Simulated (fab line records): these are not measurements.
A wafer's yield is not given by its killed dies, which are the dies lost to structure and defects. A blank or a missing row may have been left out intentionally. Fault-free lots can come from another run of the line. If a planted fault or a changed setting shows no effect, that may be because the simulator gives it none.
What tool caused it? -- flow gf180mcu -- 12 lots, 36 wafers sampled, at 3 steps of a route of 602

== WHAT THE GAUGES READ, wafer by wafer ==
GF_M4_CD_MEAS_14: the cd target is 280 nm.
lot,measured,on,cdNm (nm)
L074,day 23 20:23,cdSem-01,280.6 280.3 278.7
L077,day 24 13:03,cdSem-01,279.7 280.8 280.1
L079,day 25 01:25,cdSem-01,278.7 278.3 278.8
L081,day 25 18:17,cdSem-01,279.8 279.0 280.8
L083,day 26 08:34,cdSem-01,282.8 281.3 280.6
L085,day 27 01:02,cdSem-02,280.0 281.3 280.2
L087,day 28 00:29,cdSem-01,281.5 282.6 283.1
L089,day 28 09:11,cdSem-02,280.6 282.1 280.2
L091,day 29 12:07,cdSem-01,278.6 279.5 278.7
L093,day 29 22:39,cdSem-02,281.9 281.4 280.8
L094,day 30 13:03,cdSem-01,281.2 280.5 280.6
L097,day 31 00:11,cdSem-01,278.3 279.1 280.0

== TOOL THAT RAN EACH LOT (tool first, then ch and the chambers of the sampled wafers, then the start) ==
lot,GF_V1_CVD_23,GF_V2_SPUTTER_21
L074,"cvdW-02 ch 0,1, day 18 17:18","pvdSputter-02, day 20 18:46"
L077,"cvdW-01 ch 0,1, day 19 09:36","pvdSputter-01, day 21 12:51"
L079,"cvdW-02 ch 0,1, day 20 00:12","pvdSputter-01, day 22 02:04"
L081,"cvdW-02 ch 0,1, day 20 17:13","pvdSputter-04, day 22 19:19"
L083,"cvdW-01 ch 1, day 21 09:46","pvdSputter-01, day 23 11:17"
L085,"cvdW-01 ch 0,1, day 22 03:27","pvdSputter-02, day 24 04:31"
L087,"cvdW-01 ch 0, day 23 04:46","pvdSputter-04, day 25 04:34"
L089,"cvdW-02 ch 0,1, day 23 16:29","pvdSputter-04, day 25 15:28"
L091,"cvdW-01 ch 0,1, day 25 00:19","pvdSputter-02, day 26 21:16"
L093,"cvdW-01 ch 0,1, day 25 10:19","pvdSputter-02, day 27 07:48"
L094,"cvdW-02 ch 0,1, day 26 04:58","pvdSputter-02, day 28 02:01"
L097,"cvdW-01 ch 0,1, day 26 16:46","pvdSputter-04, day 28 11:25"
- GF_V1_CVD_23: deposits W, target thk 350 nm, time 105.05 s.
- GF_V2_SPUTTER_21: material Ti, target thk 15 nm, time 80.02 s.

== THE ANSWER, worked out from the rows above alone ==
Rule: usual is defined by the lots themselves. The widest of any qualifying gaps counts: lots, ordered by their means at a reading, are off when they make up no more than a third of the lots, leave a main group of 4 or more, and stand apart from it by 3 or more times the standard deviation of that group's means. A main group is skipped when, at the precision printed for the reading in the tables above, its means are all equal. Also off: a lot with no number at a reading for which 4 or more lots have one. Any other lot the step has rows for is counted as sound.
No lot is off at any reading shown: from this, nothing can be told.

== WHAT THE SIMULATOR PUT IN ==
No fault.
